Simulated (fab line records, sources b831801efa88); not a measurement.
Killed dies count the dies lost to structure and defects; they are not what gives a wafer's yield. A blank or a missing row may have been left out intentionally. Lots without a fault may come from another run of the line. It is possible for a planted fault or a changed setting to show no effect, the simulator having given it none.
Comparing a struck lot with a sound one -- flow sfq line -- 13 out of 325 route steps
Sound: the wafers L984.1, L984.3, L984.4. Struck: wafers L988.1, L988.5, L988.6. At the end, the cause is stated.
Per side, at each step with rows, come the tool, then ch with its chambers, and then its first start. Under that, the readings that differ: sound wafers -- struck wafers -- difference of the means -- sigmas: that difference in standard deviations of wafers without a fault.
alike: readings with means less than 2 such deviations apart, plus words and numbers identical on both sides. not compared: withheld readings, readings lacking a value on some wafer, bounds such as >300 that could conceal the same value, and numbers that have no deviation in the record and whose values overlap.
Wherever a step has rows on one side only, a row that says differs or no value, or a row with sigmas, the two part there. Numbers that have no deviation but don't overlap get no sigmas and don't part them. Lack of a reading on every wafer of one side parts them only where that side has two or more wafers.

SFQ_I0_OVL_MEAS_908:
  struck on overlay-01, day 11 21:31; sound on overlay-02, day 11 02:19
  alike: I0_OVL
SFQ_TRILAYER_I0_VIA_BARC_OPEN_VIA_ETCH_046: etches BARC in O2, target depth 125 nm, time 41.7 s.
  sound on rie diel-01 ch 1,2,3, day 11 02:21; struck on rie diel-02 ch 0,3, day 11 21:33
  alike: drypump motor current A, oes product au
  not compared: rf hours counter h
SFQ_TRILAYER_I0_VIA_ETCH_VIA_ETCH_034: etches SiO2 in CHF3, stops on Nb, target depth 260 nm.
  sound on rie diel-01 ch 1,2,3, day 11 02:23; struck on rie diel-02 ch 0,3, day 11 21:35
  alike: drypump motor current A, oes product au
SFQ_TRILAYER_I0_VIA_STRIP_STRIP_035: strips in O2.
  sound on rie metal-02 ch 0,1, day 11 02:31; struck on rie metal-02 ch 0,1, day 11 21:43
  alike: drypump motor current A, oes product au
  not compared: rf hours counter h
then, 2 steps without rows for these wafers: SFQ_TRILAYER_I0_VIA_STRIP_SOLV_CLEAN_036 (cleans in NMP, time 600 s); SFQ_TRILAYER_M1_DEP_PRE_CLEAN_038 (time 22.5 s).
SFQ_TRILAYER_M1_DEP_SPUTTER_037: material Nb, target thk 200 nm, time 133.3 s.
  struck on pvd sputter-03, day 11 22:41; sound on pvd sputter-03, day 11 03:19
  alike: base pressure pa, throttle valve pct
SFQ_M1_RS_MEAS_909: measures by four-point-probe.
  struck on film metro-01, day 11 22:47; sound on film metro-04, day 11 03:24
  alike: M1_NB_RS
then, 3 steps without rows for these wafers: SFQ_TRILAYER_M1_LITHO_COAT_044 (resist thk 62 nm); SFQ_TRILAYER_M1_LITHO_COAT_039 (resist thk 600 nm); SFQ_TRILAYER_M1_LITHO_SOFTBAKE_043.
SFQ_TRILAYER_M1_LITHO_EXPOSE_040: exposes mask M1, target cd 500 nm.
  struck on krf scanner-01, day 13 00:48; sound on krf scanner-01 ch 0, day 12 04:24
  no value came back on the struck wafers for exposure dose mJ cm2, focus offset nm (nm), reticle temp C (C); on the sound wafers exposure dose mJ cm2 reads 14.390 14.390 14.383
  alike: mask
then, 1 step without rows for these wafers: SFQ_TRILAYER_M1_LITHO_PEB_042 (peb time 60 s).

== WHERE THEY PART ==
SFQ_TRILAYER_M1_LITHO_EXPOSE_040 only, going by this record.

WHY: what had been put in by the simulator
Entire step skipped (krf scanner-01, SFQ_TRILAYER_M1_LITHO_EXPOSE_040), from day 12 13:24 onward. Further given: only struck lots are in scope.
